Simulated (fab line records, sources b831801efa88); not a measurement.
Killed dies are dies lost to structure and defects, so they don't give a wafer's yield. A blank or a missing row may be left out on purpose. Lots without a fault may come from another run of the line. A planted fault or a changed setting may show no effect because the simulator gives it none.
A struck lot beside a sound one | flow sfq_line | 42 steps out of a route of 325
Sound: wafers L535.2, L535.3, L535.4. Struck: wafer L541.6. (L541.2, L541.4 of the same lot were not struck and are left out.) The cause comes at the end.
At each step with rows: each side's tool, then ch and its chambers, then its first start. Under that, the readings that differ: sound wafers | struck wafers | difference of the means | sigmas: that difference in standard deviations of wafers without a fault.
alike: readings whose means differ by less than 2 such deviations, and words and numbers that are the same on both sides. not compared: withheld readings, readings that some wafer has no value for, bounds like >300 that may hide the same value, and numbers for which the record gives no deviation and whose values overlap.
The two part at a step that has a row with sigmas, a row that says differs or no value, or rows on one side only. Numbers that don't overlap but have no deviation are shown without sigmas and don't part them. A reading that every wafer of one side lacks parts them only if that side has two wafers or more.

first, 6 steps without rows for these wafers: SFQ_TRILAYER_I1_VIA_LITHO_COAT_054 (resist thk 62 nm); SFQ_TRILAYER_I1_VIA_LITHO_COAT_049 (resist thk 650 nm); SFQ_TRILAYER_I1_VIA_LITHO_SOFTBAKE_053; SFQ_TRILAYER_I1_VIA_LITHO_EXPOSE_050 (exposes mask I1, target cd 500 nm); SFQ_TRILAYER_I1_VIA_LITHO_PEB_052 (peb time 60 s); SFQ_TRILAYER_I1_VIA_LITHO_DEVELOP_051 (time 60 s).
SFQ_I1_OVL_MEAS_913:
  sound on overlay-02, day 24 00:24; struck on overlay-01, day 25 11:43
  reading     | sound    | struck | difference | sigmas
  I1_OVL (nm) | 17 10 17 | -8     | -23        | -4
SFQ_TRILAYER_I1_VIA_BARC_OPEN_VIA_ETCH_071: etches BARC in O2, target depth 125 nm, time 41.7 s.
  sound on rie_diel-01 ch 0,2,3, day 24 00:26; struck on rie_diel-03 ch 3, day 25 11:45
  alike: bias_w, chamber_pressure_mTorr, drypump_motor_current_A, oes_product_au
  not compared: rf_hours_counter_h
then, 4 steps without rows for these wafers: SFQ_TRILAYER_I1_VIA_ETCH_VIA_ETCH_052 (etches SiO2 in CHF3, stops on Nb, target depth 260 nm); SFQ_TRILAYER_I1_VIA_STRIP_STRIP_053 (strips in O2); SFQ_TRILAYER_I1_VIA_STRIP_SOLV_CLEAN_054 (cleans in NMP, time 600 s); SFQ_TRILAYER_M2_DEP_PRE_CLEAN_056 (time 22.5 s).
SFQ_TRILAYER_M2_DEP_SPUTTER_055: material Nb, target thk 200 nm, time 133.3 s.
  sound on pvd_sputter-03, day 24 01:24; struck on pvd_sputter-05, day 25 12:43
  reading                                             | sound             | struck | difference | sigmas
  throttle_valve_pct (%)                              | 28.3 28.1 32.3    | 32.6   | +3.0       | +2
  model.Nb_of_TRILAYER_M2_DEP_SPUTTER_055.thk_nm (nm) | 195.8 196.8 198.4 | 153.9  | -43.1      |
  alike: chamber_pressure_pa
SFQ_M2_RS_MEAS_914: measures by four-point-probe.
  sound on film_metro-02, day 24 01:31; struck on film_metro-02, day 25 12:49
  reading           | sound             | struck | difference | sigmas
  M2_NB_RS (ohm/sq) | 0.906 0.903 0.894 | 1.160  | +0.259     | +29
then, 6 steps without rows for these wafers: SFQ_TRILAYER_M2_LITHO_COAT_062 (resist thk 62 nm); SFQ_TRILAYER_M2_LITHO_COAT_057 (resist thk 600 nm); SFQ_TRILAYER_M2_LITHO_SOFTBAKE_061; SFQ_TRILAYER_M2_LITHO_EXPOSE_058 (exposes mask M2, target cd 500 nm); SFQ_TRILAYER_M2_LITHO_PEB_060 (peb time 60 s); SFQ_TRILAYER_M2_LITHO_DEVELOP_059 (time 60 s).
-- the record jumps here: 6 days lie between the struck wafers' starts before and after --
SFQ_M2_OVL_MEAS_916:
  sound on overlay-02, day 29 21:50; struck on overlay-02, day 31 07:26
  alike: M2_OVL
SFQ_TRILAYER_M2_BARC_OPEN_METAL_ETCH_077: etches BARC in O2, target depth 125 nm, time 41.7 s.
  sound on rie_metal-01 ch 0,1, day 29 21:52; struck on rie_metal-03 ch 1, day 31 07:28
  alike: bias_w, chamber_pressure_mTorr, drypump_motor_current_A, oes_product_au
  not compared: rf_hours_counter_h
SFQ_TRILAYER_M2_ETCH_METAL_ETCH_060: etches Nb in Cl2/Ar, stops on SiO2, target depth 240 nm, time 120 s.
  sound on rie_metal-01 ch 0,1, day 29 21:55; struck on rie_metal-03 ch 1, day 31 07:31
  reading               | sound             | struck | difference | sigmas
  oes_product_au (a.u.) | 0.884 0.877 0.889 | 0.781  | -0.102     | -15
  alike: bias_w, chamber_pressure_mTorr, drypump_motor_current_A
  not compared: rf_hours_counter_h
then, 2 steps without rows for these wafers: SFQ_TRILAYER_M2_STRIP_STRIP_061 (strips in O2); SFQ_TRILAYER_M2_STRIP_SOLV_CLEAN_062 (cleans in NMP, time 600 s).
SFQ_TRILAYER_I2_DEP_PECVD_063: deposits SiO2 from SiH4/N2O, time 111.11 s, target thk 500 nm.
  sound on pecvd-02 ch 0,2, day 29 22:49; struck on pecvd-04 ch 0, day 31 08:25
  reading            | sound    | struck | difference | sigmas
  heater_power_w (W) | 72 78 59 | 99     | +29        | +3
  alike: showerhead_vpp_V, throttle_valve_pct
  not compared: since_wet_clean_h
then, 1 step without rows for these wafers: SFQ_TRILAYER_I2_CMP_CMP_064 (polishes SiO2).
SFQ_I2_BOW_MEAS_917:
  sound on film_metro-02, day 30 03:43; struck on film_metro-02, day 31 11:31
  alike: I2_BOW
SFQ_TRILAYER_I2_METRO_MEASURE_065:
  sound on film_metro-02, day 30 04:01; struck on film_metro-02, day 31 11:49
  alike: thk_nm
then, 6 steps without rows for these wafers: SFQ_TRILAYER_I2_VIA_LITHO_COAT_072 (resist thk 62 nm); SFQ_TRILAYER_I2_VIA_LITHO_COAT_067 (resist thk 650 nm); SFQ_TRILAYER_I2_VIA_LITHO_SOFTBAKE_071; SFQ_TRILAYER_I2_VIA_LITHO_EXPOSE_068 (exposes mask I2, target cd 500 nm); SFQ_TRILAYER_I2_VIA_LITHO_PEB_070 (peb time 60 s); SFQ_TRILAYER_I2_VIA_LITHO_DEVELOP_069 (time 60 s).
-- the record jumps here: 7 days lie between the struck wafers' starts before and after --
SFQ_I2_OVL_MEAS_918:
  sound on overlay-02, day 30 07:20; struck on overlay-02, day 38 03:03
  alike: I2_OVL
then, 2 steps without rows for these wafers: SFQ_TRILAYER_I2_VIA_BARC_OPEN_VIA_ETCH_096 (etches BARC in O2, target depth 125 nm, time 41.7 s); SFQ_TRILAYER_I2_VIA_ETCH_VIA_ETCH_070 (etches SiO2 in CHF3, stops on Nb, target depth 260 nm).
SFQ_TRILAYER_I2_VIA_STRIP_STRIP_071: strips in O2.
  sound on rie_metal-04 ch 0,1, day 30 07:31; struck on rie_metal-03 ch 1, day 38 03:26
  alike: chamber_pressure_mTorr, drypump_motor_current_A, oes_product_au
  not compared: rf_hours_counter_h
then, 2 steps without rows for these wafers: SFQ_TRILAYER_I2_VIA_STRIP_SOLV_CLEAN_072 (cleans in NMP, time 600 s); SFQ_TRILAYER_M3_DEP_PRE_CLEAN_074 (time 22.5 s).
-- the record jumps here: 37 days lie between the struck wafers' starts before and after --
SFQ_M8_BOW_MEAS_951:
  sound on film_metro-02, day 68 22:01; struck on film_metro-03, day 75 00:39
  reading                 | sound                | struck | difference | sigmas
  model.etest.m2.ohm_um   | 1.819 1.804 1.794    | 2.312  | +0.506     |
  model.etest.i1.link_ohm | 1.989 1.981 1.982    | 2.29   | +0.31      |
  model.etest.m2.ohm_sq   | 0.9083 0.9035 0.8962 | 1.156  | +0.253     |
  model.etest.i2.link_ohm | 1.977 1.979 1.969    | 2.229  | +0.254     |
  alike: M8_BOW

WHERE THEY PART
First at SFQ_I1_OVL_MEAS_913; last, within this record, at SFQ_TRILAYER_I2_DEP_PECVD_063. Later steps at which nothing parts them and some readings are alike: SFQ_I2_BOW_MEAS_917, SFQ_TRILAYER_I2_METRO_MEASURE_065, SFQ_I2_OVL_MEAS_918, SFQ_TRILAYER_I2_VIA_STRIP_STRIP_071, SFQ_M8_BOW_MEAS_951.

WHY: what the simulator had put in
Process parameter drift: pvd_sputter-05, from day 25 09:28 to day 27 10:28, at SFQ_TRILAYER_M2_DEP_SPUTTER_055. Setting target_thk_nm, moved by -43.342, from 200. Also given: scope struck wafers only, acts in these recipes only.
